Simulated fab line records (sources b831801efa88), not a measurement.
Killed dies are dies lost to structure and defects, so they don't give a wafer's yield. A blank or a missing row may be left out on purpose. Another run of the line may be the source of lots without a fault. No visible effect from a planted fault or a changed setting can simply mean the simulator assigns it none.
Which of the tools did it? | flow sfq-line | Sampling: 14 lots, 42 wafers, 6 of 325 route steps

== WHAT THE GAUGES READ, wafer by wafer ==
SFQ_M2_RS_MEAS_914: measurement is done with a four-point probe.
lot  | measured     | on            | M2_NB_RS (ohm/sq)
L448 | day 16 10:06 | film-metro-03 | 0.907 0.904 0.899
L450 | day 22 23:11 | film-metro-02 | 0.896 0.896 0.892
L451 | day 23 04:51 | film-metro-01 | 0.864 0.876 0.881
L452 | day 23 20:13 | film-metro-03 | 0.890 0.869 0.884
L455 | day 25 08:20 | film-metro-01 | 0.896 0.903 0.891
L458 | day 26 16:07 | film-metro-01 | 0.885 0.530 0.536
L459 | day 27 03:02 | film-metro-01 | 0.535 0.896 0.531
L464 | day 35 07:56 | film-metro-03 | 0.906 0.896 0.898
L466 | day 35 16:22 | film-metro-01 | 0.896 0.889 0.903
L467 | day 35 22:30 | film-metro-01 | 0.894 0.908 0.912
L468 | day 36 08:04 | film-metro-03 | 0.902 0.889 0.893
L469 | day 37 02:06 | film-metro-03 | 0.878 0.889 0.887
L470 | day 37 11:41 | film-metro-01 | 0.905 0.890 0.904
L471 | day 37 15:29 | film-metro-02 | 0.898 0.887 0.901

SFQ_M4_RS_MEAS_924: measurement is done with a four-point probe.
lot  | measured     | on            | M4_NB_RS (ohm/sq)
L448 | day 31 15:12 | film-metro-03 | 0.879 0.886 0.885
L450 | day 37 14:14 | film-metro-01 | 0.876 0.872 0.880
L451 | day 37 16:30 | film-metro-01 | 0.885 0.909 0.901
L452 | day 38 03:11 | film-metro-03 | 0.891 0.894 0.891
L455 | day 45 03:50 | film-metro-03 | 0.891 0.887 0.890
L458 | day 46 13:04 | film-metro-01 | 0.888 0.886 0.890
L459 | day 46 20:26 | film-metro-02 | 0.890 0.894 0.901
L464 | day 52 18:07 | film-metro-02 | 0.880 0.893 0.891
L466 | day 53 02:50 | film-metro-03 | 0.886 0.891 0.890
L467 | day 53 05:26 | film-metro-01 | 0.905 0.883 0.896
L468 | day 53 22:01 | film-metro-02 | 0.882 0.876 0.887
L469 | day 54 08:50 | film-metro-01 | 0.903 0.888 0.900
L470 | day 55 02:21 | film-metro-02 | 0.878 0.873 0.872
L471 | day 55 04:08 | film-metro-02 | 0.878 0.893 0.901

== WHAT TOOL EACH LOT RAN ON (gives the tool, then ch and the chambers of the sampled wafers, and finally the start) ==
lot  | SFQ_TRILAYER_M0_BARC_OPEN_METAL_ETCH_031 | SFQ_TRILAYER_M2_DEP_SPUTTER_055 | SFQ_TRILAYER_M2_ETCH_METAL_ETCH_060 | SFQ_TRILAYER_M3_STRIP_STRIP_079
L448 | rie-metal-03 ch 1, day 10 22:47          | pvd-sputter-03, day 16 10:00    | rie-metal-04 ch 0,1, day 22 11:24   | rie-metal-03 ch 0,1, day 24 15:07
L450 | rie-metal-04 ch 0,1, day 11 12:32        | pvd-sputter-06, day 22 23:05    | rie-metal-03 ch 0,1, day 23 11:24   | rie-metal-03 ch 0,1, day 30 16:44
L451 | rie-metal-04 ch 0,1, day 11 19:46        | pvd-sputter-03, day 23 04:43    | rie-metal-04 ch 1, day 23 18:44     | rie-metal-02 ch 0, day 31 00:31
L452 | rie-metal-02 ch 1, day 12 03:00          | pvd-sputter-03, day 23 20:04    | rie-metal-04 ch 0,1, day 24 09:02   | rie-metal-01 ch 0,1, day 32 07:20
L455 | rie-metal-03 ch 0, day 13 04:08          | pvd-sputter-06, day 25 08:15    | rie-metal-03 ch 0,1, day 31 11:49   | rie-metal-01 ch 0,1, day 42 18:09
L458 | rie-metal-02 ch 0,1, day 13 19:52        | pvd-sputter-03, day 26 16:00    | rie-metal-04 ch 0, day 33 03:31     | rie-metal-01 ch 1, day 44 07:29
L459 | rie-metal-04 ch 0,1, day 14 06:37        | pvd-sputter-03, day 27 02:53    | rie-metal-03 ch 0,1, day 33 13:04   | rie-metal-02 ch 0,1, day 44 18:29
L464 | rie-metal-04 ch 0,1, day 16 03:07        | pvd-sputter-03, day 35 07:51    | rie-metal-04 ch 0,1, day 35 11:39   | rie-metal-01 ch 0, day 46 18:17
L466 | rie-metal-04 ch 0,1, day 16 13:14        | pvd-sputter-06, day 35 16:15    | rie-metal-03 ch 0,1, day 35 19:03   | rie-metal-03 ch 0,1, day 47 02:41
L467 | rie-metal-03 ch 1, day 17 02:26          | pvd-sputter-03, day 35 22:23    | rie-metal-02 ch 1, day 36 03:30     | rie-metal-01 ch 0,1, day 47 09:53
L468 | rie-metal-04 ch 0,1, day 17 10:32        | pvd-sputter-03, day 36 07:58    | rie-metal-03 ch 0,1, day 36 12:28   | rie-metal-03 ch 0,1, day 47 20:41
L469 | rie-metal-02 ch 1, day 18 02:10          | pvd-sputter-03, day 37 01:59    | rie-metal-04 ch 1, day 37 05:39     | rie-metal-03 ch 0,1, day 48 16:37
L470 | rie-metal-03 ch 0,1, day 18 16:32        | pvd-sputter-03, day 37 11:35    | rie-metal-02 ch 0,1, day 37 14:12   | rie-metal-03 ch 0,1, day 49 05:38
L471 | rie-metal-02 ch 1, day 18 20:08          | pvd-sputter-06, day 37 15:23    | rie-metal-04 ch 0,1, day 37 19:03   | rie-metal-02 ch 1, day 49 08:13
- SFQ_TRILAYER_M0_BARC_OPEN_METAL_ETCH_031: etches BARC in O2, target depth 125 nm, time 41.7 s.
- SFQ_TRILAYER_M2_DEP_SPUTTER_055: material Nb, target thk 200 nm, time 133.3 s.
- SFQ_TRILAYER_M2_ETCH_METAL_ETCH_060: etches Nb in Cl2/Ar, stops on SiO2, target depth 240 nm, time 120 s.
- SFQ_TRILAYER_M3_STRIP_STRIP_079: strips in O2.

== WHAT THE TOOLS THEMSELVES READ (means of the sampled wafers that have a number; where no wafer has one, the mark that the record gives instead) ==
SFQ_TRILAYER_M0_BARC_OPEN_METAL_ETCH_031.
lot  | tool         | drypump-motor-current-A (A) | oes-product-au (a.u.)
L448 | rie-metal-03 | 6.4                         | 0.686
L450 | rie-metal-04 | 5.8                         | 0.689
L451 | rie-metal-04 | 5.5                         | 0.685
L452 | rie-metal-02 | 6.0                         | 0.685
L455 | rie-metal-03 | 6.3                         | 0.681
L458 | rie-metal-02 | 5.6                         | 0.685
L459 | rie-metal-04 | 5.5                         | 0.683
L464 | rie-metal-04 | 5.4                         | 0.689
L466 | rie-metal-04 | 5.4                         | 0.684
L467 | rie-metal-03 | 6.5                         | 0.690
L468 | rie-metal-04 | 5.8                         | 0.688
L469 | rie-metal-02 | 6.0                         | 0.684
L470 | rie-metal-03 | 6.4                         | 0.688
L471 | rie-metal-02 | 6.0                         | 0.681

SFQ_TRILAYER_M2_DEP_SPUTTER_055.
lot  | tool           | substrate-temp-c (C) | throttle-valve-pct (%)
L448 | pvd-sputter-03 | 19.95                | 30.5
L450 | pvd-sputter-06 | 19.99                | 29.1
L451 | pvd-sputter-03 | 19.97                | 30.1
L452 | pvd-sputter-03 | 19.97                | 30.3
L455 | pvd-sputter-06 | 20.03                | 28.9
L458 | pvd-sputter-03 | 19.94                | 30.3
L459 | pvd-sputter-03 | 19.97                | 30.3
L464 | pvd-sputter-03 | 19.99                | 30.9
L466 | pvd-sputter-06 | 20.02                | 29.2
L467 | pvd-sputter-03 | 19.95                | 30.2
L468 | pvd-sputter-03 | 19.94                | 30.9
L469 | pvd-sputter-03 | 20.09                | 30.7
L470 | pvd-sputter-03 | 19.95                | 30.8
L471 | pvd-sputter-06 | 19.98                | 29.2

SFQ_TRILAYER_M2_ETCH_METAL_ETCH_060.
lot  | tool         | drypump-motor-current-A (A) | oes-product-au (a.u.)
L448 | rie-metal-04 | 5.8                         | 0.889
L450 | rie-metal-03 | 6.4                         | 0.891
L451 | rie-metal-04 | 5.0                         | 0.902
L452 | rie-metal-04 | 5.8                         | 0.901
L455 | rie-metal-03 | 6.4                         | 0.895
L458 | rie-metal-04 | 6.2                         | 0.963
L459 | rie-metal-03 | 6.4                         | 0.959
L464 | rie-metal-04 | 5.4                         | 0.890
L466 | rie-metal-03 | 6.3                         | 0.892
L467 | rie-metal-02 | 6.0                         | 0.889
L468 | rie-metal-03 | 6.4                         | 0.888
L469 | rie-metal-04 | 5.1                         | 0.897
L470 | rie-metal-02 | 5.6                         | 0.889
L471 | rie-metal-04 | 5.4                         | 0.896

SFQ_TRILAYER_M3_STRIP_STRIP_079.
lot  | tool         | drypump-motor-current-A (A) | oes-product-au (a.u.)
L448 | rie-metal-03 | 6.4                         | 1.001
L450 | rie-metal-03 | 6.4                         | 0.991
L451 | rie-metal-02 | 4.8                         | 1.011
L452 | rie-metal-01 | 5.9                         | 0.997
L455 | rie-metal-01 | 6.0                         | 0.999
L458 | rie-metal-01 | 6.1                         | 1.003
L459 | rie-metal-02 | 5.6                         | 0.990
L464 | rie-metal-01 | 5.9                         | 0.983
L466 | rie-metal-03 | 6.4                         | 1.004
L467 | rie-metal-01 | 6.0                         | 0.991
L468 | rie-metal-03 | 6.3                         | 0.991
L469 | rie-metal-03 | 6.3                         | 0.996
L470 | rie-metal-03 | 6.4                         | 0.992
L471 | rie-metal-02 | 6.0                         | 0.988

== THE ANSWER, worked out from the rows above alone ==
Rule: the usual values come from the lots themselves. The widest of any qualifying gaps counts: lots, ordered by their means at a reading, are off when they make up no more than a third of the lots, leave a main group of 4 or more, and stand apart from it by 3 or more times the standard deviation of that group's means. A main group is skipped when, at the precision printed for the reading in the tables above, its means are all equal. Also off: a lot with no number at a reading for which 4 or more lots have one. Any other lot the step has rows for is counted as sound. After the gauges, taken in route order, come the tools' own readings; for these a lot's mean is taken, as printed above. The first step at which some lot is off is used, and at that step the reading that is off furthest; a lot without a number counts as furthest.
Off: at SFQ_M2_RS_MEAS_914 (M2_NB_RS), L458, L459. Main group: mean 0.894 ohm/sq, sd 0.0089.
If a tool, at a process step before that reading, ran all the lots that are off and no sound lot after the first of them, it fits. The gauges at SFQ_M2_RS_MEAS_914 aren't tried: what is off there is off at SFQ_TRILAYER_M2_ETCH_METAL_ETCH_060 too, on other tools, and a gauge's error can't cause that. Not one of the candidates tried fits.

== WHAT WAS PUT IN BY THE SIMULATOR ==
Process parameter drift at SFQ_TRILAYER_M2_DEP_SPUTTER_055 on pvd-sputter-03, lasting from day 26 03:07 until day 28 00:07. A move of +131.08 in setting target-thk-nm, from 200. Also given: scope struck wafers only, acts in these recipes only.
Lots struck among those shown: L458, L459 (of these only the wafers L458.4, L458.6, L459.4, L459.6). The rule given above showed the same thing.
